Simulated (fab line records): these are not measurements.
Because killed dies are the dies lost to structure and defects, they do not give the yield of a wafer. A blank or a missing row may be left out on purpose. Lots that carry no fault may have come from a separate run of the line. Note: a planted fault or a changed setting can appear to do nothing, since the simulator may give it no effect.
A lot that was struck, set against a sound lot || flow sky130 || 17 steps out of a route of 708
Sound: wafers L627.4, L627.5, L627.6. Wafers L637.1, L637.4, L637.5 were the ones struck. Last of all comes the cause.
At each step with rows: each side's tool, then ch and its chambers, then its first start. Under that, the readings that differ: sound wafers || struck wafers || difference of the means || sigmas: that difference in standard deviations of wafers without a fault.
alike: words and numbers the same on both sides, and readings whose means are apart by under 2 such deviations; not compared: readings that were withheld, readings missing a value for some wafer, numbers with overlapping values and no deviation given by the record, and bounds like >300 which may hide the same value.
A row with sigmas, a row that says differs or no value, or rows on one side alone: a step with any of these is where the two part. Non-overlapping numbers with no deviation appear without sigmas and do not part them. Lack of a reading on every wafer of one side parts them only where that side has two or more wafers.

SKY_VT_ADJUST_LVTN_OVL_MEAS_07:
  sound on overlay-01 at day 7 05:14; struck on overlay-02 at day 10 00:54
  alike: VT_ADJUST_LVTN_OVL
following that, these wafers have no rows for 1 step: SKY_VT_ADJUST_LVTN_IMPLANT_08.
SKY_VT_ADJUST_LVTN_STRIP_09: strips in O2/N2.
  sound on plasma asher-04 ch 0,1, day 7 05:26; struck on plasma asher-01 ch 0,1, day 10 01:05
  alike: drypump motor current A, oes product au, strip time to endpoint s
  not compared: rf hours counter h
SKY_VT_ADJUST_LVTN_TW_MEAS_10:
  sound on film metro-01 at day 7 05:32; struck on film metro-03 at day 10 01:11
  alike: VT_ADJUST_LVTN_TW
then, 7 steps without rows for these wafers: SKY_VT_ADJUST_LVTN_DEHYDRATE_11 (time 60 s); SKY_VT_ADJUST_LVTN_HMDS_12 (prime time 60 s); SKY_VT_ADJUST_LVTN_COAT_13 (resist thk 1140 nm); SKY_VT_ADJUST_LVTN_SOFTBAKE_14 (time 60 s); SKY_VT_ADJUST_LVTN_EXPOSE_15 (exposes mask HVN STD DERIVED, target cd 600 nm); SKY_VT_ADJUST_LVTN_PEB_16; SKY_VT_ADJUST_LVTN_DEVELOP_17 (develop time 60 s).
SKY_VT_ADJUST_LVTN_OVL_MEAS_18:
  sound on overlay-01 at day 8 01:07; struck on overlay-02 at day 10 23:40
  alike: VT_ADJUST_LVTN_01_OVL
SKY_VT_ADJUST_LVTN_IMPLANT_19:
  sound on implanter-02 ch 0, day 8 01:13; struck on implanter-04 ch 0, day 10 23:42
{"reading": "dose ions cm2", "sound": "6.49e+11 6.502e+11 6.493e+11", "struck": "8.612e+11 8.613e+11 8.624e+11", "difference": "+2.121e+11", "sigmas": "+99 or more"}
{"reading": "faraday current uA", "sound": "3.68 3.79 3.63", "struck": "5.01 4.84 4.68", "difference": "+1.14", "sigmas": "+14"}
  alike: beam on s
SKY_VT_ADJUST_LVTN_STRIP_20: strips in O2/N2.
  sound on plasma asher-01 ch 0,1, day 8 01:19; struck on plasma asher-01 ch 0,1, day 10 23:51
  alike: drypump motor current A, oes product au, strip time to endpoint s
  not compared: rf hours counter h
SKY_VT_ADJUST_LVTN_TW_MEAS_21:
  sound on film metro-01 at day 8 01:25; struck on film metro-03 at day 10 23:57
{"reading": "VT_ADJUST_LVTN_2_TW", "sound": "188.9 188.8 188.8", "struck": "203.9 204.3 205.0", "difference": "+15.6", "sigmas": "+19"}
then, 1 step without rows for these wafers: SKY_VT_ADJUST_NCORE_DEHYDRATE_00 (time 60 s).
-- the record jumps here: 38 days lie between the struck wafers' starts before and after (it left off in module VT_ADJUST_NCORE and takes up again in module PAD_OPEN, whose first step shown is number 708 of the route) --
SKY_PAD_OPEN_PROBE_99:
  sound on prober-02 at day 46 00:58; struck on prober-01 at day 49 00:25
{"reading": "model.etest.res pwell under gate.rs ohm sq", "sound": "2277 2266 2276", "struck": "2258 2256 2251", "difference": -18, "sigmas": ""}
{"reading": "model.etest.nfet g5v0d10v5.body rise v (V)", "sound": "0.6654 0.6692 0.669", "struck": "0.6911 0.704 0.6994", "difference": "+0.0303", "sigmas": ""}
{"reading": "model.etest.nfet_16v.body rise v (V)", "sound": "0.6633 0.6666 0.6683", "struck": "0.6903 0.7039 0.6973", "difference": "+0.0311", "sigmas": ""}
{"reading": "model.etest.nfet g5v0d10v5.vt sat v (V)", "sound": "0.7641 0.768 0.7668", "struck": "0.7901 0.7992 0.7946", "difference": "+0.0283", "sigmas": ""}
{"reading": "model.etest.nfet g5v0d10v5.vt v (V)", "sound": "0.82 0.8249 0.8248", "struck": "0.8406 0.8512 0.8445", "difference": "+0.0222", "sigmas": ""}
{"reading": "model.etest.nfet_16v.vt v (V)", "sound": "0.7655 0.7704 0.769", "struck": "0.7779 0.7842 0.7863", "difference": "+0.0145", "sigmas": ""}
{"reading": "model.etest.nfet g5v0d10v5.vt long v (V)", "sound": "0.8148 0.8124 0.8128", "struck": "0.8227 0.831 0.8301", "difference": "+0.0146", "sigmas": ""}
  alike: killed_at_M0_to_M3, killed_at_M4_up, killed at contacts, killed at front end, killed at other, killed dies, killed open, killed short

== WHERE THEY PART ==
Last at SKY_VT_ADJUST_LVTN_TW_MEAS_21 as far as this record goes, first at SKY_VT_ADJUST_LVTN_IMPLANT_19. Later steps at which nothing parts them and some readings are alike: SKY_PAD_OPEN_PROBE_99.

WHY: what the simulator had put in
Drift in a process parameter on implanter-04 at SKY_VT_ADJUST_LVTN_IMPLANT_19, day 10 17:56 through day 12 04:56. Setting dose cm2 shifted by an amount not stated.
